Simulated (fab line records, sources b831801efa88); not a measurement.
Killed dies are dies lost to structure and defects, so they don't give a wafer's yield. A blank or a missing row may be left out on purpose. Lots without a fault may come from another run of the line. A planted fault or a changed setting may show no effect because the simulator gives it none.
Which tool did it? | flow sky130 | 10 lots, 30 wafers sampled, at 6 steps of a route of 708

WHAT THE GAUGES READ, wafer by wafer
SKY_METAL2_OVL_MEAS_16.
lot  | measured     | on         | METAL2_OVL (nm)
L285 | day 35 16:44 | overlay-02 | -10 -6 1
L291 | day 37 14:56 | overlay-01 | -9 0 0
L292 | day 38 02:32 | overlay-02 | 3 2 -1
L293 | day 38 07:17 | overlay-01 | -11 2 -14
L294 | day 38 15:11 | overlay-01 | -2 -2 2
L296 | day 39 05:29 | overlay-02 | 2 -10 8
L299 | day 40 05:08 | overlay-02 | 0 -2 10
L304 | day 41 11:41 | overlay-02 | 6 0 -3
L305 | day 41 22:11 | overlay-01 | 1 -11 0
L306 | day 42 03:02 | overlay-01 | -1 -10 1

SKY_VIA2_RS_MEAS_22: measures by four-point-probe.
lot  | measured     | on            | VIA2_W_RS (ohm/sq)
L285 | day 36 20:30 | film_metro-03 | 0.288 0.281 0.280
L291 | day 38 19:04 | film_metro-03 | 0.281 0.278 0.279
L292 | day 39 06:09 | film_metro-03 | 0.271 0.277 0.273
L293 | day 39 10:41 | film_metro-02 | 0.274 0.272 0.274
L294 | day 39 17:37 | film_metro-02 | 0.241 0.243 0.243
L296 | day 40 09:08 | film_metro-03 | 0.246 0.245 0.244
L299 | day 41 08:07 | film_metro-03 | 0.268 0.275 0.265
L304 | day 42 13:45 | film_metro-03 | 0.274 0.275 0.276
L305 | day 43 00:23 | film_metro-01 | 0.274 0.273 0.275
L306 | day 43 04:08 | film_metro-01 | 0.271 0.267 0.273

SKY_VIA2_THK_MEAS_23: measures by xrf.
lot  | measured     | on            | VIA2_W_THK (nm)
L285 | day 36 20:36 | film_metro-03 | 399 412 412
L291 | day 38 19:11 | film_metro-03 | 411 410 413
L292 | day 39 06:16 | film_metro-03 | 423 412 422
L293 | day 39 10:48 | film_metro-02 | 415 417 415
L294 | day 39 17:44 | film_metro-02 | 471 469 466
L296 | day 40 09:14 | film_metro-03 | 477 484 485
L299 | day 41 08:14 | film_metro-03 | 432 424 435
L304 | day 42 13:51 | film_metro-03 | 420 418 412
L305 | day 43 00:29 | film_metro-01 | 410 410 405
L306 | day 43 04:15 | film_metro-01 | 415 420 411

WHICH TOOL RAN EACH LOT (tool, then ch and the chambers of the sampled wafers, then the start)
lot  | SKY_VIA2_CMP_02               | SKY_VIA2_ETCH_14                   | SKY_VIA2_CVD_21
L285 | cmp-02 ch 1,2, day 35 17:44   | rie_diel-04 ch 1,2,3, day 36 19:29 | cvd_w-02 ch 0,1, day 36 20:23
L291 | cmp-01 ch 0,1,2, day 37 15:58 | rie_diel-02 ch 2,3, day 38 18:10   | cvd_w-02 ch 0,1, day 38 18:56
L292 | cmp-02 ch 1,2,3, day 38 03:38 | rie_diel-04 ch 0,1,3, day 39 05:13 | cvd_w-01 ch 0,1, day 39 06:01
L293 | cmp-02 ch 0,1,2, day 38 08:23 | rie_diel-02 ch 0,2, day 39 09:47   | cvd_w-02 ch 0, day 39 10:32
L294 | cmp-01 ch 0,1,2, day 38 16:11 | rie_diel-04 ch 0,1,3, day 39 16:43 | cvd_w-02 ch 0,1, day 39 17:29
L296 | cmp-02 ch 0,1,2, day 39 06:35 | rie_diel-02 ch 1,2,3, day 40 07:52 | cvd_w-02 ch 0,1, day 40 09:01
L299 | cmp-01 ch 0,1,2, day 40 06:13 | rie_diel-01 ch 1,3, day 41 07:13   | cvd_w-01 ch 0,1, day 41 07:59
L304 | cmp-02 ch 0,1,2, day 41 13:04 | rie_diel-01 ch 0,1,2, day 42 12:49 | cvd_w-02 ch 0,1, day 42 13:37
L305 | cmp-01 ch 0,1,3, day 41 23:25 | rie_diel-02 ch 0,1,2, day 42 23:25 | cvd_w-02 ch 0,1, day 43 00:15
L306 | cmp-02 ch 0,2,3, day 42 04:04 | rie_diel-02 ch 0,1,3, day 43 03:13 | cvd_w-01 ch 0,1, day 43 03:59
- SKY_VIA2_CMP_02: polishes SiO2.
- SKY_VIA2_ETCH_14: etches BARC in N2/H2, stops on SiO2, time 45.9 s, target depth 60 nm.
- SKY_VIA2_CVD_21: deposits W, target thk 420 nm, time 126.4 s.

WHAT THE TOOLS THEMSELVES READ (means of the sampled wafers that have a number; where no wafer has one, the mark that the record gives instead)
SKY_VIA2_CMP_02.
lot  | tool   | motor_current_A (A) | slurry_filter_dp_kPa (kPa) | slurry_flow_ml_min
L285 | cmp-02 | 12.8                | 13.41                      | 149.4
L291 | cmp-01 | 11.8                | 13.52                      | 149.9
L292 | cmp-02 | 12.7                | 13.48                      | 150.8
L293 | cmp-02 | 12.5                | 13.59                      | 150.8
L294 | cmp-01 | 11.8                | 13.51                      | 150.3
L296 | cmp-02 | 12.2                | 13.55                      | 150.3
L299 | cmp-01 | 11.9                | 13.47                      | 149.9
L304 | cmp-02 | 12.9                | 13.31                      | 150.3
L305 | cmp-01 | 13.3                | 13.53                      | 149.8
L306 | cmp-02 | 12.7                | 13.58                      | 150.1

SKY_VIA2_ETCH_14.
lot  | tool        | drypump_motor_current_A (A) | oes_product_au (a.u.) | throttle_valve_pct (%)
L285 | rie_diel-04 | 5.6                         | 0.860                 | 13.218
L291 | rie_diel-02 | 5.9                         | 0.855                 | 13.222
L292 | rie_diel-04 | 5.5                         | 0.856                 | 13.233
L293 | rie_diel-02 | 5.4                         | 0.855                 | 13.226
L294 | rie_diel-04 | 5.5                         | 0.856                 | 13.230
L296 | rie_diel-02 | 5.5                         | 0.859                 | 13.218
L299 | rie_diel-01 | 5.9                         | 0.858                 | 13.221
L304 | rie_diel-01 | 5.6                         | 0.856                 | 13.231
L305 | rie_diel-02 | 5.3                         | 0.856                 | 13.221
L306 | rie_diel-02 | 5.6                         | 0.862                 | 13.228

SKY_VIA2_CVD_21.
lot  | tool     | heater_power_w (W) | susceptor_temp_C (C)
L285 | cvd_w-02 | 781                | 399.97
L291 | cvd_w-02 | 754                | 400.11
L292 | cvd_w-01 | 768                | 399.94
L293 | cvd_w-02 | 800                | 399.95
L294 | cvd_w-02 | 813                | 407.14
L296 | cvd_w-02 | 794                | 407.11
L299 | cvd_w-01 | 771                | 399.92
L304 | cvd_w-02 | 789                | 400.04
L305 | cvd_w-02 | 783                | 399.89
L306 | cvd_w-01 | 768                | 400.02

THE ANSWER, worked out from the rows above alone
Rule: what is usual is taken from the lots themselves. Put in order of their means at a reading, lots are off if they are a third of the lots or fewer, leave a main group of 4 or more, and stand apart from it by a gap of 3 or more times the standard deviation of the main group's means; of several such gaps the widest counts. A main group whose means are all the same, to the digits that the tables above print for the reading, isn't used. A lot without any number at a reading at which 4 lots or more have one is off too. The other lots that the step has rows for count as sound. The gauges are gone through in route order, then the tools' own readings, and for those a lot's mean is taken as printed above. The first step at which some lot is off is used, and at that step the reading that is off furthest; a lot without a number counts as furthest.
Off: L294, L296, at SKY_VIA2_RS_MEAS_22 (VIA2_W_RS). The main group: mean 0.275 ohm/sq, standard deviation 0.0042.
A tool fits if, at a process step before that reading, it ran every lot that is off, and no sound lot after the first of them. The gauges at SKY_VIA2_RS_MEAS_22 aren't tried: what is off there is off at SKY_VIA2_CVD_21 too, on other tools, and a gauge's error can't cause that. None of those tried fits.

WHAT THE SIMULATOR HAD PUT IN
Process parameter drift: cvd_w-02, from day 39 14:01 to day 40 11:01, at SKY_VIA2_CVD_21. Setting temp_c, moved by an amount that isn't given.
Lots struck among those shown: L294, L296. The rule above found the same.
